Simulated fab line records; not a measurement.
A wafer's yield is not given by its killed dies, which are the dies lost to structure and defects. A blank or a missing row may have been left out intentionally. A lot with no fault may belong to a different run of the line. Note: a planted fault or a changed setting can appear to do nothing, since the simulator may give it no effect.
2 desks, one fault    flow gf180mcu    each desk has only its own numbers; what lay behind them comes last

THE METROLOGY DESK
What the gauges read, lot by lot, whatever tool the lot ran on: means of the sampled wafers that have a number. A lot is out of limits, marked OUT, if its mean lies more than 4 standard deviations from the usual mean; the brackets give that distance.
Columns: A = V3_W_THK at GF_V3_THK_MEAS_25, usual 362 nm; B = cd nm at GF_M4_CD_MEAS_14, usual 280.4 nm
lot   first seen here  A    B
L511  day 23 01:43     359  281.4
L512  day 23 09:29     367  280.3
L513  day 23 19:42     368  282.5
L515  day 24 15:52     368  279.2
L521  day 26 21:58     358  277.6
L523  day 27 04:13     366  281.5
L525  day 28 03:14     357  279.8
L526  day 28 04:32     361  281.5
L528  day 28 15:46     360  280.1
L530  day 29 04:47     362  280.8
L531  day 29 08:58     359  280.6
L532  day 29 19:44     356  279.2
Finding of this desk: none of the 12 lots has anything out of limits.

DESK OF THE TOOL OWNER: cmp-01
The tool's own readings at GF_V4_CMP_04 (polishes SiO2): means of the sampled wafers that have a number, for each lot that ran on this tool. A lot is out of limits, marked OUT, if its mean lies more than 4 standard deviations from the usual mean; the brackets give that distance.
Columns: A = motor current A at GF_V4_CMP_04, usual 12.6 A; B = time to endpoint s at GF_V4_CMP_04, usual 76 s
lot   first seen here  A     B
L511  day 24 01:08     12.4  79
L512  day 24 09:45     11.9  76
L513  day 24 19:23     11.7  95
L523  day 28 01:44     12.5  71
L525  day 29 00:05     13.4  83
L528  day 29 12:11     11.5  72
L531  day 30 05:24     11.2  80
Finding of this desk: none of the 7 lots has anything out of limits.

PUT TOGETHER
From the metrology desk's view, nothing was out of limits.
The tool owner's desk saw nothing out of limits.

WHAT HAD BEEN PUT IN BY THE SIMULATOR
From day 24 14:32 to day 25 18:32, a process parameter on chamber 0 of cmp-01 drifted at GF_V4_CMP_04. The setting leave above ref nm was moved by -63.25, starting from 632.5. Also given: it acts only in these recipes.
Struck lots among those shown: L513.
